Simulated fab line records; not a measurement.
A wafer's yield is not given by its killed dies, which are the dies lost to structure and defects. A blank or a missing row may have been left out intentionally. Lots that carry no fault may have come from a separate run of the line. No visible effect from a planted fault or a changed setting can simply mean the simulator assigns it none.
Problem report, 8D (eight disciplines) form, completed by code + flow gf180mcu + the parts of the form that need people (team, actions taken, sign-off) are left out

## 1. THE PROBLEM
HV_LDD_RS at GF_HV_LDD_RS_MEAS_53 reads a mean of 374.1 ohm/sq on 6 wafers of 2 lots; wafers without a fault read 418.4 ohm/sq with a standard deviation of 1.1. That puts it -40 standard deviations away from the usual mean.
The step: measures by four-point-probe.
Seen first at day 17 21:53 on film_metro-02, wafer L987.1. The record holds 39 wafers of 13 lots with a number at this step. Rule for "out", or "out of limits": more than 4 standard deviations from the usual mean. The rest of the wafers with a number are treated as sound.

## 2. WHAT IT IS, WHAT IT ISN'T
| question                    | is                           | is not                                                                          |
|-----------------------------|------------------------------|---------------------------------------------------------------------------------|
| which readings at this step | HV_LDD_RS                    | -                                                                               |
| which lots                  | L987, L988                   | L972, L973, L974, L975, L976, L977, L978, L986, L991, L993, L995                |
| which wafers of those lots  | all that have a number       | -                                                                               |
| read on which gauges        | film_metro-01, film_metro-02 | film_metro-03                                                                   |
| when                        | from day 17 21:53            | up to then (24 sound wafers); but 9 sound wafers of L991, L993, L995 came after |

## 3. WHAT RULES OUT EACH SUSPECT
Counting: any tool at a process step up to the reading is kept as a suspect provided that every lot that is out went through it and no sound lot did after the first of them.
- ruled out: the gauge at GF_HV_LDD_RS_MEAS_53. The wafers that are out were read on 2 gauges (film_metro-01, film_metro-02).
- implanter-01 at GF_HV_LDD_IMPLANT_35: kept. It processed each lot that is out, first L987 at day 16 21:23, and no sound lot thereafter; up to then, the last sound lot it processed was L978 at day 14 03:53. Its own readings are out on those wafers: tilt_deg.
After counting, what remains is implanter-01 at GF_HV_LDD_IMPLANT_35.

## 4. THE CAUSE (what the simulator had put in)
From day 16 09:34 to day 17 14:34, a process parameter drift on implanter-01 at GF_HV_LDD_IMPLANT_35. The setting tilt_deg was moved by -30, starting from 30. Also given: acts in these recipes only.
After counting, this tool was the only one left.

## 5. THE CHAIN OF EFFECTS, in route order
Rows list readings where the struck wafers' mean (over those with a number) sits beyond 3 standard deviations from the usual. Scope: only readings with a usual standard deviation given in the record; hours: median across lots of the time from each lot's start at the first step in this table that gives one to its start at this step; sigmas: change in usual standard deviations.
| hours | step                 | reading   | usual          | on struck wafers | change  | sigmas      |
|-------|----------------------|-----------|----------------|------------------|---------|-------------|
| 0     | GF_HV_LDD_IMPLANT_35 | tilt_deg  | 30.003 degrees | 0.003            | -30.000 | -99 or more |
| 25    | GF_HV_LDD_RS_MEAS_53 | HV_LDD_RS | 418.4 ohm/sq   | 374.1            | -44.3   | -40         |
Here are the process steps it includes:
- GF_HV_LDD_IMPLANT_35
Later steps that measure or inspect, where all struck wafers having a row at the step show a number for every such reading and not one has moved that far: GF_M1_CD_MEAS_14.

## 6. WHAT WOULD HAVE CAUGHT IT SOONER
In this record the first reading out of limits at a measuring or inspecting step was taken at day 17 21:53, 36 hours after the fault began at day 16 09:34.
At GF_HV_LDD_IMPLANT_35, the tool's own readings (tilt_deg) were out on each struck wafer the step has a row for, so an alarm limit on them would have fired on the first such wafer.
The start of GF_HV_LDD_IMPLANT_35 on implanter-01 came by day 17 21:53 for every one of the lots that are out (2). Tool hold at that time: it would have spared none of them.
